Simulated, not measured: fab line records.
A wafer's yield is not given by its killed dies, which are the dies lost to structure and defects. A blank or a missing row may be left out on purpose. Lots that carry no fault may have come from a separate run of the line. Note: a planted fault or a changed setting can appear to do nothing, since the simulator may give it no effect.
Chamber matching || flow gf180mcu || rieDiel-04 running GF_V1_ETCH_16: 3 sister chambers
The step etches BARC in N2/H2. 3 wafers are shown with their chamber, then 5 later ones without.

## WAFERS PAIRED WITH THEIR CHAMBERS
{"wafer": "L777.3", "chamber": 1, "drypumpMotorCurrentA (A)": 5.04}
{"wafer": "L777.5", "chamber": 3, "drypumpMotorCurrentA (A)": 5.72}
{"wafer": "L778.3", "chamber": 2, "drypumpMotorCurrentA (A)": 5.64}

## WAFERS WITHOUT THEIR CHAMBER
{"wafer": "L780.1", "drypumpMotorCurrentA (A)": 5.64}
{"wafer": "L780.4", "drypumpMotorCurrentA (A)": 5.04}
{"wafer": "L780.5", "drypumpMotorCurrentA (A)": 5.72}
{"wafer": "L781.1", "drypumpMotorCurrentA (A)": 5.04}
{"wafer": "L781.2", "drypumpMotorCurrentA (A)": 5.71}

## THE CHAMBER EACH PASSED THROUGH
{"wafer": "L780.1", "from the rows above": 2, "in truth": 2}
{"wafer": "L780.4", "from the rows above": 1, "in truth": 1}
{"wafer": "L780.5", "from the rows above": 3, "in truth": 3}
{"wafer": "L781.1", "from the rows above": 1, "in truth": 1}
{"wafer": "L781.2", "from the rows above": 3, "in truth": 3}
5 of 5 placed correctly. From these rows, 0 cannot be placed. 0 placed wrongly.
How it was worked out, from the rows above alone: a wafer's distance from a chamber is the root of the sum, over the readings, of the square of ((its reading less the chamber's mean) divided by the reading's scatter). The wafer belongs to the nearest chamber; if the next one is less than 2 further off, it can't be placed. A chamber's mean is the mean of its shown wafers. The scatter: root of mean squared gap, hidden wafer to nearest shown wafer, with one shown wafer a chamber.
